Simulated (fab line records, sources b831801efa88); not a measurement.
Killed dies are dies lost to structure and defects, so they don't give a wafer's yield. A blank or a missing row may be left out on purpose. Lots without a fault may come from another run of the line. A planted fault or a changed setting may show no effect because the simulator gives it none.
A struck lot beside a sound one | flow sky130 | 16 steps out of a route of 708
Sound: wafers L919.1, L919.5, L919.6. Struck: wafers L929.1, L929.2, L929.5. The cause comes at the end.
At each step with rows: each side's tool, then ch and its chambers, then its first start. Under that, the readings that differ: sound wafers | struck wafers | difference of the means | sigmas: that difference in standard deviations of wafers without a fault.
alike: readings whose means differ by less than 2 such deviations, and words and numbers that are the same on both sides. not compared: withheld readings, readings that some wafer has no value for, bounds like >300 that may hide the same value, and numbers for which the record gives no deviation and whose values overlap.
The two part at a step that has a row with sigmas, a row that says differs or no value, or rows on one side only. Numbers that don't overlap but have no deviation are shown without sigmas and don't part them. A reading that every wafer of one side lacks parts them only if that side has two wafers or more.

first, 4 steps without rows for these wafers: SKY_RES_XHIGH_EXPOSE_04 (exposes mask URPM, target cd 1270 nm); SKY_RES_XHIGH_PEB_05; SKY_RES_XHIGH_DEVELOP_06 (develop time 60 s); SKY_RES_XHIGH_IMPLANT_07.
SKY_RES_XHIGH_STRIP_08: strips in O2/N2.
  sound on plasma_asher-02 ch 0,1, day 27 00:08; struck on plasma_asher-02 ch 0,1, day 30 22:53
  alike: drypump_motor_current_A, oes_product_au, strip_time_to_endpoint_s
  not compared: rf_hours_counter_h
SKY_RES_XHIGH_TW_MEAS_09:
  sound on film_metro-03, day 27 00:14; struck on film_metro-03, day 30 22:59
  alike: RES_XHIGH_TW
then, 6 steps without rows for these wafers: SKY_SD_N_DEHYDRATE_00 (time 60 s); SKY_SD_N_HMDS_01 (prime time 60 s); SKY_SD_N_COAT_02 (resist thk 1140 nm); SKY_SD_N_SOFTBAKE_03 (time 60 s); SKY_SD_N_EXPOSE_04 (exposes mask NSDM, target cd 380 nm); SKY_SD_N_PEB_05.
SKY_SD_N_DEVELOP_06: develop time 60 s.
  sound on litho_track-01 ch 0, day 28 04:46; struck on litho_track-01 ch 0, day 32 02:10
  reading              | sound             | struck            | difference | sigmas
  developer_temp_C (C) | 22.92 23.11 22.76 | 20.60 20.69 20.58 | -2.31      | -24
SKY_SD_N_CD_MEAS_07: target cd 380 nm.
  sound on cd_sem-02, day 28 04:55; struck on cd_sem-02, day 32 02:19
  alike: cd_nm
SKY_SD_N_OVL_MEAS_08:
  sound on overlay-02, day 28 05:02; struck on overlay-02, day 32 02:26
  alike: SD_N_OVL
then, 1 step without rows for these wafers: SKY_PAD_OPEN_PROBE_99.

WHERE THEY PART
Only at SKY_SD_N_DEVELOP_06, within this record. Later steps at which nothing parts them and some readings are alike: SKY_SD_N_CD_MEAS_07, SKY_SD_N_OVL_MEAS_08.

WHY: what the simulator had put in
Process parameter drift: litho_track-01, from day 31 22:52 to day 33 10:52, at SKY_SD_N_DEVELOP_06. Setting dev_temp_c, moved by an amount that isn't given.
